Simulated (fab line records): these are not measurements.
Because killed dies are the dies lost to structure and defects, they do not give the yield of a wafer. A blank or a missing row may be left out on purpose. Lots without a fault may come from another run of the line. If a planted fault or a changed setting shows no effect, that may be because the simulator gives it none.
Which tool was responsible? -- flow gf180mcu -- 72 wafers from 24 lots sampled at 5 of the route's 602 steps

== WHAT THE GAUGES READ, wafer by wafer ==
GF_PSD_CD_MEAS_07: the cd target is 400 nm.
lot,measured,on,cdNm (nm)
L074,day 14 05:40,cdSem-02,405.3 406.3 406.4
L075,day 14 12:20,cdSem-02,400.3 400.9 400.6
L076,day 14 20:59,cdSem-01,404.2 401.3 403.2
L077,day 15 00:25,cdSem-02,400.0 397.6 399.6
L078,day 15 09:55,cdSem-01,401.6 401.2 403.2
L079,day 15 16:56,cdSem-01,401.7 401.1 400.1
L080,day 15 23:40,cdSem-01,401.5 401.1 402.1
L081,day 16 12:50,cdSem-01,398.0 400.6 399.0
L082,day 16 20:11,cdSem-02,396.1 398.6 398.7
L083,day 17 04:35,cdSem-01,400.4 398.9 399.0
L084,day 17 13:12,cdSem-02,398.5 399.8 400.3
L085,day 18 00:26,cdSem-01,401.5 402.5 402.7
L086,day 18 06:38,cdSem-02,398.0 396.0 398.2
L087,day 18 10:47,cdSem-01,399.6 400.2 401.9
L088,day 19 04:56,cdSem-02,400.6 399.2 398.8
L089,day 19 18:40,cdSem-01,399.1 400.2 401.2
L090,day 19 22:01,cdSem-02,399.7 397.2 399.5
L091,day 20 16:50,cdSem-01,394.5 392.8 394.6
L092,day 20 22:17,cdSem-01,402.6 398.7 400.0
L093,day 21 10:08,cdSem-02,400.6 401.5 401.4
L095,day 21 12:53,cdSem-01,402.6 403.3 403.3
L094,day 21 13:28,cdSem-01,401.3 400.5 401.6
L096,day 21 22:28,cdSem-01,402.5 401.0 403.6
L097,day 22 08:47,cdSem-01,395.6 395.5 395.2

GF_M3_RS_MEAS_05: the measuring method here is four-point-probe.
lot,measured,on,M3_ALCU_RS (ohm/sq)
L074,day 20 09:50,filmMetro-04,0.0713 0.0717 0.0712
L075,day 20 16:47,filmMetro-04,0.0701 0.0695 0.0699
L076,day 21 02:28,filmMetro-04,0.0700 0.0704 0.0705
L077,day 21 05:59,filmMetro-04,0.0705 0.0710 0.0712
L078,day 21 15:06,filmMetro-03,0.0694 0.0681 0.0676
L079,day 22 02:32,filmMetro-04,0.0700 0.0695 0.0705
L080,day 22 08:28,filmMetro-03,0.0692 0.0699 0.0690
L081,day 22 20:00,filmMetro-02,0.0684 0.0702 0.0700
L082,day 23 03:47,filmMetro-04,0.0699 0.0711 0.0700
L083,day 23 12:36,filmMetro-04,0.0682 0.0697 0.0697
L084,day 23 19:53,filmMetro-02,0.0715 0.0703 0.0707
L085,day 24 06:13,filmMetro-03,0.0701 0.0698 0.0708
L086,day 24 13:37,filmMetro-02,0.0690 0.0683 0.0687
L087,day 24 17:50,filmMetro-03,0.0706 0.0709 0.0705
L088,day 25 10:20,filmMetro-03,0.0715 0.0706 0.0700
L089,day 25 21:08,filmMetro-04,0.0695 0.0685 0.0700
L090,day 26 01:44,filmMetro-02,0.0688 0.0691 0.0690
L091,day 26 16:45,filmMetro-04,0.0694 0.0703 0.0710
L092,day 26 23:21,filmMetro-04,0.0706 0.0702 0.0699
L093,day 27 07:52,filmMetro-02,0.0695 0.0700 0.0697
L095,day 27 10:35,filmMetro-04,0.0698 0.0697 0.0698
L094,day 27 10:59,filmMetro-03,0.0705 0.0698 0.0696
L096,day 27 20:50,filmMetro-04,0.0710 0.0704 0.0707
L097,day 28 04:19,filmMetro-02,0.0705 0.0692 0.0690

GF_V5_RS_MEAS_24: the measuring method here is four-point-probe.
lot,measured,on,V5_W_RS (ohm/sq)
L074,day 27 08:26,filmMetro-04,0.330 0.326 0.326
L075,day 27 13:26,filmMetro-01,0.325 0.324 0.331
L076,day 27 23:03,filmMetro-04,0.325 0.327 0.322
L077,day 28 00:56,filmMetro-04,0.320 0.320 0.324
L078,day 28 09:36,filmMetro-03,0.320 0.322 0.323
L079,day 28 18:58,filmMetro-03,0.332 0.326 0.329
L080,day 29 00:16,filmMetro-04,0.323 0.321 0.321
L081,day 29 10:43,filmMetro-03,0.323 0.324 0.328
L082,day 29 17:34,filmMetro-03,0.322 0.322 0.325
L083,day 29 23:26,filmMetro-04,0.326 0.321 0.322
L084,day 30 04:55,filmMetro-04,0.325 0.326 0.322
L085,day 30 14:23,filmMetro-01,0.329 0.329 0.329
L086,day 30 18:47,filmMetro-01,0.319 0.320 0.324
L087,day 30 23:10,filmMetro-01,0.326 0.327 0.325
L088,day 31 12:55,filmMetro-04,0.326 0.325 0.319
L089,day 31 20:26,filmMetro-04,0.326 0.325 0.327
L090,day 32 02:01,filmMetro-04,0.327 0.323 0.328
L091,day 32 13:59,filmMetro-03,0.329 0.327 0.330
L092,day 32 19:10,filmMetro-03,0.328 0.324 0.322
L093,day 33 00:09,filmMetro-04,0.327 0.326 0.322
L095,day 33 02:31,filmMetro-03,0.325 0.329 0.329
L094,day 33 03:46,filmMetro-03,0.323 0.322 0.322
L096,day 33 12:03,filmMetro-01,0.326 0.327 0.325
L097,day 33 17:38,filmMetro-03,0.329 0.324 0.327

== EACH LOT AND THE TOOL THAT RAN IT (in order: tool; ch and the chambers of the sampled wafers; start) ==
lot,GF_SALICIDE_SPUTTER_02,GF_V2_CMP_26
L074,"pvdSputter-02, day 15 04:09","cmp-02 ch 0,2,3, day 20 09:24"
L075,"pvdSputter-02, day 15 11:11","cmp-02 ch 0,1,3, day 20 16:16"
L076,"pvdSputter-02, day 15 19:35","cmp-01 ch 1,2,3, day 21 01:59"
L077,"pvdSputter-01, day 15 22:46","cmp-02 ch 0,1,2, day 21 05:26"
L078,"pvdSputter-02, day 16 09:03","cmp-02 ch 1,2,3, day 21 14:35"
L079,"pvdSputter-04, day 16 17:04","cmp-02 ch 1,2,3, day 22 02:08"
L080,"pvdSputter-01, day 17 00:22","cmp-01 ch 0,1, day 22 07:58"
L081,"pvdSputter-04, day 17 13:12","cmp-02 ch 0,1, day 22 19:29"
L082,"pvdSputter-02, day 17 19:53","cmp-01 ch 0,1,3, day 23 03:14"
L083,"pvdSputter-02, day 18 04:38","cmp-02 ch 0,1,2, day 23 12:08"
L084,"pvdSputter-01, day 18 13:53","cmp-01 ch 0,1,2, day 23 19:24"
L085,"pvdSputter-01, day 19 01:38","cmp-01 ch 0,1,2, day 24 05:42"
L086,"pvdSputter-02, day 19 08:16","cmp-02 ch 0,1,3, day 24 13:05"
L087,"pvdSputter-01, day 19 12:08","cmp-02 ch 0,1,3, day 24 17:25"
L088,"pvdSputter-01, day 20 06:41","cmp-02 ch 0,1,3, day 25 09:49"
L089,"pvdSputter-02, day 20 19:28","cmp-02 ch 0,1,2, day 25 20:40"
L090,"pvdSputter-01, day 20 23:11","cmp-01 ch 2,3, day 26 01:11"
L091,"pvdSputter-04, day 21 17:19","cmp-02 ch 0,2,3, day 26 16:16"
L092,"pvdSputter-04, day 21 22:38","cmp-02 ch 0,2,3, day 26 22:55"
L093,"pvdSputter-02, day 22 10:47","cmp-01 ch 0,1, day 27 07:21"
L095,"pvdSputter-02, day 22 12:43","cmp-01 ch 0,1, day 27 10:04"
L094,"pvdSputter-04, day 22 13:39","cmp-01 ch 0,2,3, day 27 10:31"
L096,"pvdSputter-04, day 22 22:57","cmp-01 ch 0,1,3, day 27 20:19"
L097,"pvdSputter-04, day 23 08:44","cmp-01 ch 0,2,3, day 28 03:55"
- GF_SALICIDE_SPUTTER_02: material Co, target thk 10 nm, time 20 s.
- GF_V2_CMP_26: polishes, stops on SiO2, t overpolish 15 s, target thk 0 nm.

== AS READ BY THE TOOLS THEMSELVES (means over the sampled wafers that have a number; for cases with no such wafer, the mark the record gives instead) ==
GF_SALICIDE_SPUTTER_02.
lot,tool,throttleValvePct (%)
L074,pvdSputter-02,29.3
L075,pvdSputter-02,28.9
L076,pvdSputter-02,29.8
L077,pvdSputter-01,30.3
L078,pvdSputter-02,28.8
L079,pvdSputter-04,30.5
L080,pvdSputter-01,30.2
L081,pvdSputter-04,29.6
L082,pvdSputter-02,30.2
L083,pvdSputter-02,29.2
L084,pvdSputter-01,30.1
L085,pvdSputter-01,30.1
L086,pvdSputter-02,29.4
L087,pvdSputter-01,30.4
L088,pvdSputter-01,30.6
L089,pvdSputter-02,29.4
L090,pvdSputter-01,30.6
L091,pvdSputter-04,30.8
L092,pvdSputter-04,30.6
L093,pvdSputter-02,29.9
L095,pvdSputter-02,29.8
L094,pvdSputter-04,31.0
L096,pvdSputter-04,30.6
L097,pvdSputter-04,29.7

GF_V2_CMP_26.
lot,tool,motorCurrentA (A),overpolishRunS (s),platenRpm (rpm),timeToEndpointS (s)
L074,cmp-02,12.7,14.992,60.04,85
L075,cmp-02,11.4,15.004,59.98,85
L076,cmp-01,10.4,14.999,60.03,82
L077,cmp-02,11.8,15.009,60.05,85
L078,cmp-02,11.4,15.006,60.00,85
L079,cmp-02,11.9,14.998,60.00,85
L080,cmp-01,10.5,15.003,60.04,87
L081,cmp-02,11.6,14.999,60.04,85
L082,cmp-01,10.6,14.999,60.00,87
L083,cmp-02,11.6,15.001,60.02,84
L084,cmp-01,10.6,14.993,59.98,85
L085,cmp-01,10.5,14.999,60.02,85
L086,cmp-02,11.7,14.993,60.02,87
L087,cmp-02,11.4,15.000,59.99,87
L088,cmp-02,11.1,14.996,60.01,87
L089,cmp-02,11.9,15.011,59.99,83
L090,cmp-01,10.8,14.996,60.05,87
L091,cmp-02,12.4,14.998,60.06,80
L092,cmp-02,12.6,15.001,60.02,84
L093,cmp-01,10.9,14.999,60.01,90
L095,cmp-01,10.5,15.000,60.02,89
L094,cmp-01,11.0,14.999,60.00,90
L096,cmp-01,10.8,15.003,59.97,86
L097,cmp-01,11.0,15.002,60.03,84

== THE ANSWER, worked out from the rows above alone ==
Rule: usual is defined by the lots themselves. Put in order of their means at a reading, lots are off if they are a third of the lots or fewer, leave a main group of 4 or more, and stand apart from it by a gap of 3 or more times the standard deviation of the main group's means; of several such gaps the widest counts. The tables above print the reading to a certain number of digits; a main group whose means all agree to those digits is not used. A lot without any number at a reading at which 4 lots or more have one is off too. All remaining lots with rows at the step are treated as sound. Order of review: gauges by route order, followed by the tools' own readings, for which a lot's mean as printed above is used. The first step at which some lot is off is used, and at that step the reading that is off furthest; a lot without a number counts as furthest.
No lot is off at any reading shown: from this, nothing can be told.

== WHAT WAS PUT IN BY THE SIMULATOR ==
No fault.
